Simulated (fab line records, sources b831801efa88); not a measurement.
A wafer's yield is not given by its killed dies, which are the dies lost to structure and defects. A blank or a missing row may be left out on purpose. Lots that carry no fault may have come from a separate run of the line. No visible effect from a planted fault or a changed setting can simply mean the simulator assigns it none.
Which tool is to blame?	flow gf180mcu	39 wafers from 13 lots sampled at 3 of the route's 602 steps

== WHAT THE GAUGES READ, wafer by wafer ==
GF_MIM_RS_MEAS_10: measures by four-point-probe. Usual: MIM_ALCU_RS 0.1614 ohm/sq, standard deviation 0.0021.
lot	measured	on	MIM_ALCU_RS (ohm/sq)	flag
L499	day 24 13:18	film_metro-01	0.1605 0.1603 0.1610	
L500	day 24 19:29	film_metro-01	0.1627 0.1639 0.1627	
L501	day 25 05:32	film_metro-01	0.1600 0.1608 0.1599	
L503	day 26 00:07	film_metro-03	0.1623 0.1622 0.1615	
L504	day 26 08:40	film_metro-01	0.1613 0.1634 0.1609	
L505	day 26 18:38	film_metro-01	0.1641 0.1641 0.1638	
L507	day 27 10:20	film_metro-03	0.1601 0.1583 0.1586	
L508	day 27 22:10	film_metro-02	0.1641 0.1646 0.1631	
L511	day 28 14:13	film_metro-03	0.1624 0.1611 0.1614	
L517	day 30 01:54	film_metro-02	0.1600 0.1597 0.1579	
L518	day 30 12:14	film_metro-03	0.1599 0.1599 0.1617	
L520	day 30 22:18	film_metro-01	0.1628 0.1636 0.1641	
L522	day 31 11:20	film_metro-02	0.1579 0.1587 0.1597	

GF_V5_OVL_MEAS_15. Usual: V5_OVL -2 nm, standard deviation 5.7.
lot	measured	on	V5_OVL (nm)	flag
L499	day 27 07:19	overlay-01	-3 -5 3	
L500	day 27 12:31	overlay-01	2 2 -4	
L501	day 27 22:10	overlay-01	-12 -3 -1	
L503	day 28 14:16	overlay-02	-5 -12 -5	
L504	day 28 22:43	overlay-01	1 -2 1	
L505	day 29 07:25	overlay-02	-4 1 4	
L507	day 29 21:34	overlay-01	-2 -12 -3	
L508	day 30 09:19	overlay-01	-5 0 -12	
L511	day 30 23:58	overlay-01	1 5 11	
L517	day 32 08:49	overlay-02	-8 -6 -6	
L518	day 32 17:43	overlay-02	3 4 1	
L520	day 33 01:55	overlay-02	-6 -1 -1	
L522	day 33 14:26	overlay-02	-3 -8 -10	

== WHICH TOOL RAN EACH LOT (tool, then ch and the chambers of the sampled wafers, then the start) ==
lot	GF_V4_STRIP_18
L499	plasma_asher-01 ch 0, day 24 11:38
L500	plasma_asher-03 ch 1, day 24 17:51
L501	plasma_asher-01 ch 0,1, day 25 03:53
L503	plasma_asher-01 ch 0,1, day 25 22:27
L504	plasma_asher-01 ch 0,1, day 26 06:53
L505	plasma_asher-03 ch 0,1, day 26 16:57
L507	plasma_asher-02 ch 0,1, day 27 08:41
L508	plasma_asher-01 ch 0,1, day 27 20:32
L511	plasma_asher-01 ch 0,1, day 28 12:35
L517	plasma_asher-03 ch 0,1, day 30 00:14
L518	plasma_asher-03 ch 0,1, day 30 10:36
L520	plasma_asher-02 ch 0,1, day 30 20:38
L522	plasma_asher-01 ch 0,1, day 31 09:41
- GF_V4_STRIP_18: strips in O2/N2.

== AS READ BY THE TOOLS THEMSELVES (means over the sampled wafers that have a number; for cases with no such wafer, the mark the record gives instead) ==
GF_V4_STRIP_18. Usual: drypump_motor_current_A 5.7 A, standard deviation 0.37; heater_power_w 334 W, standard deviation 29; oes_product_au 0.591 a.u., standard deviation 0.0051.
lot	tool	drypump_motor_current_A (A)	heater_power_w (W)	oes_product_au (a.u.)	flag
L499	plasma_asher-01	5.2	327	0.592	
L500	plasma_asher-03	5.7	316	0.597	
L501	plasma_asher-01	5.7	338	0.593	
L503	plasma_asher-01	5.4	334	0.592	
L504	plasma_asher-01	5.7	338	0.589	
L505	plasma_asher-03	5.9	306	0.589	
L507	plasma_asher-02	5.7	336	0.590	
L508	plasma_asher-01	5.5	334	0.586	
L511	plasma_asher-01	5.5	337	0.592	
L517	plasma_asher-03	6.1	307	0.591	
L518	plasma_asher-03	5.9	311	0.588	
L520	plasma_asher-02	5.7	334	0.594	
L522	plasma_asher-01	5.5	335	0.593	

== THE ANSWER, worked out from the rows above alone ==
Rule: lot off if the mean of its wafers having a number is beyond 3 standard deviations from the usual mean. A lot without any number at a reading at which 4 lots or more have one is off too. Any other lot the step has rows for is counted as sound. First the gauges in route order, then the tools' own readings, where a lot's mean is used as printed above. The first step at which some lot is off is used, and at that step the reading that is off furthest; a lot without a number counts as furthest.
Across all readings shown, no lot is off: no conclusion can be drawn from this.

== WHAT THE SIMULATOR HAD PUT IN ==
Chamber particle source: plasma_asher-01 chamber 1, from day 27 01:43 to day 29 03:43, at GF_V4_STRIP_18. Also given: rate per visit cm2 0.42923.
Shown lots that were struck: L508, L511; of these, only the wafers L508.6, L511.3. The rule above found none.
